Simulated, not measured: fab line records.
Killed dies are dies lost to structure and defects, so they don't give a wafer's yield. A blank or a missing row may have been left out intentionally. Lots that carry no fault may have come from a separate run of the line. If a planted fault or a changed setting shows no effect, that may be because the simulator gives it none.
Comparing a struck lot with a sound one	flow sky130	15 out of 708 route steps
Sound: the wafers L984.3, L984.4, L984.6. Struck: wafers L986.2, L986.4, L986.5. The cause is named last.
For every step that has rows: the tool of each side, followed by ch and its chambers, followed by its first start. Under that, the readings that differ: sound wafers	struck wafers	difference of the means	sigmas: that difference in standard deviations of wafers without a fault.
alike: readings with means less than 2 such deviations apart, plus words and numbers identical on both sides. not compared: withheld readings, readings lacking a value on some wafer, bounds such as >300 that could conceal the same value, and numbers that have no deviation in the record and whose values overlap.
The two part at a step that has a row with sigmas, a row that says differs or no value, or rows on one side only. Numbers that have no deviation but don't overlap get no sigmas and don't part them. Lack of a reading on every wafer of one side parts them only where that side has two or more wafers.

first, 1 step without rows for these wafers: SKY_VT_ADJUST_LVTN_IMPLANT_19.
SKY_VT_ADJUST_LVTN_STRIP_20: strips in O2/N2.
  sound on plasma asher-04 ch 0,1, day 9 21:32; struck on plasma asher-04 ch 0,1, day 10 06:41
  alike: drypump motor current A, oes product au, strip time to endpoint s
  not compared: rf hours counter h
SKY_VT_ADJUST_LVTN_TW_MEAS_21:
  struck on film metro-02, day 10 06:47; sound on film metro-03, day 9 21:37
reading	sound	struck	difference	sigmas
VT_ADJUST_LVTN_2_TW	190.7 189.8 190.5	185.4 185.9 184.6	-5.0	-3
then, 7 steps without rows for these wafers: SKY_VT_ADJUST_NCORE_DEHYDRATE_00 (time 60 s); SKY_VT_ADJUST_NCORE_HMDS_01 (prime time 60 s); SKY_VT_ADJUST_NCORE_COAT_02 (resist thk 1140 nm); SKY_VT_ADJUST_NCORE_SOFTBAKE_03 (time 60 s); SKY_VT_ADJUST_NCORE_EXPOSE_04 (exposes mask LVTN COMPLEMENT THIN, target cd 380 nm); SKY_VT_ADJUST_NCORE_PEB_05; SKY_VT_ADJUST_NCORE_DEVELOP_06 (develop time 60 s).
SKY_VT_ADJUST_NCORE_CD_MEAS_07: the cd target is 380 nm.
  struck on cd sem-01, day 10 21:04; sound on cd sem-02, day 10 12:45
reading	sound	struck	difference	sigmas
cd nm (nm)	379.9 380.9 380.0	385.0 385.7 384.3	+4.7	+2
SKY_VT_ADJUST_NCORE_OVL_MEAS_08:
  struck on overlay-01, day 10 21:10; sound on overlay-02, day 10 12:50
  alike: VT_ADJUST_NCORE_OVL
SKY_VT_ADJUST_NCORE_IMPLANT_09:
  sound on implanter-04 ch 0, day 10 12:55; struck on implanter-01 ch 0, day 10 21:13
reading	sound	struck	difference	sigmas
dose ions cm2	2.4038e+12 2.404e+12 2.4025e+12	2.5615e+12 2.5651e+12 2.5657e+12	+1.6067e+11	+62
faraday current uA	13.95 13.01 13.53	14.06 14.86 14.00	+0.81	+3
  alike: beam energy keV
SKY_VT_ADJUST_NCORE_STRIP_10: strips in O2/N2.
  sound on plasma asher-01 ch 0,1, day 10 13:03; struck on plasma asher-02 ch 0,1, day 10 21:20
  alike: drypump motor current A, oes product au, strip time to endpoint s
  not compared: rf hours counter h
-- record jumps: 37 days separate the struck wafers' starts on either side; left off in module VT_ADJUST_NCORE, taken up again in module PAD_OPEN, whose first shown step is the route's number 708 --
SKY_PAD_OPEN_PROBE_99:
  struck on prober-02, day 47 12:46; sound on prober-02, day 46 23:58
reading	sound	struck	difference	sigmas
model.etest.nfet_16v.r on ohm um	1.42e+04 1.431e+04 1.429e+04	1.441e+04 1.436e+04 1.444e+04	+1.367e+02	
model.etest.pfet_16v.drive ua um	247.1 244 245.5	251.7 253.1 249.8	+6.0	
model.etest.pfet g5v0d10v5.off log10 a um	-12.09 -12.26 -11.78	-11.3 -11.16 -11.62	+0.7	
model.etest.pfet g5v0d10v5.vt sat v (V)	-0.5842 -0.6209 -0.5775	-0.5172 -0.5311 -0.5507	+0.0612	
model.etest.pfet_16v.vt v (V)	-1.081 -1.09 -1.083	-1.014 -1.014 -1.009	+0.072	
model.etest.pfet g5v0d10v5.vt v (V)	-0.7958 -0.8353 -0.7913	-0.7464 -0.7559 -0.7764	+0.0479	
  alike: killed_at_M0_to_M3, killed_at_M4_up, killed at contacts, killed at front end, killed at other, killed dies, killed open, killed short
  not compared: model.etest.pfet g5v0d10v5.r on ohm um, model.etest.pfet g5v0d10v5.drive ua um

WHERE THEY PART
Last at SKY_VT_ADJUST_NCORE_IMPLANT_09 as far as this record goes, first at SKY_VT_ADJUST_LVTN_TW_MEAS_21. Later steps at which nothing parts them and some readings are alike: SKY_VT_ADJUST_NCORE_STRIP_10, SKY_PAD_OPEN_PROBE_99.

WHY: the cause the simulator had injected
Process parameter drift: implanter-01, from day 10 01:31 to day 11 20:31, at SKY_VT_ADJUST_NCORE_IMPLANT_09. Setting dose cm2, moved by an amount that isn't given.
